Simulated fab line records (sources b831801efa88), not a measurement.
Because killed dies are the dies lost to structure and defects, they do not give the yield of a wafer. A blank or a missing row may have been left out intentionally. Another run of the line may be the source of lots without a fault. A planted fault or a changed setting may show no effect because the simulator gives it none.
2 desks, one fault :: flow sky130 :: what lay behind the numbers comes last; until then each desk has only its own

== TOOL OWNER'S DESK, cvd-w-02 ==
The tool's own readings at SKY_VIA1_CVD_21 (deposits W, target thk 270 nm, time 80.902 s): means of the sampled wafers that have a number, for each lot that ran on this tool. The brackets show how far a lot's mean lies from the usual mean; more than 4 standard deviations puts the lot out of limits, marked OUT.
Columns: A = heater-power-outer-w at SKY_VIA1_CVD_21, usual 451 W; B = heater-power-w at SKY_VIA1_CVD_21, usual 754 W
lot: L320
first seen here: day 35 08:28
A: 439
B: 738

lot: L322
first seen here: day 36 00:23
A: 442
B: 718

lot: L327
first seen here: day 37 14:50
A: 434
B: 715

lot: L333
first seen here: day 38 21:53
A: 434
B: 724
Finding of this desk: none of the 4 lots has anything out of limits.

== FROM THE METROLOGY DESK ==
Lot by lot, what the gauges showed, no matter which tool ran the lot: averages of those sampled wafers that carry a number. The brackets show how far a lot's mean lies from the usual mean; more than 4 standard deviations puts the lot out of limits, marked OUT.
Columns: A = VIA1_BOW at SKY_VIA1_BOW_MEAS_03, usual 81 um; B = VIA1_W_RS at SKY_VIA1_RS_MEAS_22, usual 0.430 ohm/sq; C = VIA1_W_THK at SKY_VIA1_THK_MEAS_23, usual 267 nm
lot: L317
first seen here: day 32 17:26
A: 80
B: 0.425
C: 272

lot: L320
first seen here: day 34 04:49
A: 80
B: 0.429
C: 267

lot: L321
first seen here: day 34 10:19
A: 73
B: 0.427
C: 269

lot: L322
first seen here: day 34 20:26
A: 83
B: 0.430
C: 267

lot: L323
first seen here: day 34 22:52
A: 81
B: 0.428
C: 268

lot: L327
first seen here: day 36 11:38
A: 87
B: 0.445
C: 262

lot: L333
first seen here: day 37 19:46
A: 91
B: 0.458 (+5.8) OUT
C: 250 (-4.9) OUT

lot: L334
first seen here: day 38 07:56
A: 76
B: 0.435
C: 263

lot: L335
first seen here: day 38 21:40
A: 79
B: 0.430
C: 271

lot: L337
first seen here: day 39 07:53
A: 79
B: 0.435
C: 262

lot: L339
first seen here: day 39 13:46
A: 80
B: 0.428
C: 270
This desk finds L333 out of limits, with the earliest case on L333 at day 38 21:58 (VIA1_W_RS at SKY_VIA1_RS_MEAS_22). L317, L320, L321, L322, L323, L327, L334, L335, L337, L339: within limits.

== ALL TOGETHER ==
L333 would have let the metrology desk raise an alarm at day 38 21:58.
The desk of the tool owner found nothing out of limits.
Tool owner's desk: L333 on record, inside its limits.
Every lot named ran SKY_VIA1_CVD_21 on cvd-w-02.

== WHAT THE SIMULATOR HAD PUT IN ==
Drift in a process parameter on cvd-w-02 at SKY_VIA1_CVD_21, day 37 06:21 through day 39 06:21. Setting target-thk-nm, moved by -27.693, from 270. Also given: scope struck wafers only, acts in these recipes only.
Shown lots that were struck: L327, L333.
Per desk, hours elapsed from the start of the fault to the first reading out of limits: for the metrology desk, 40.
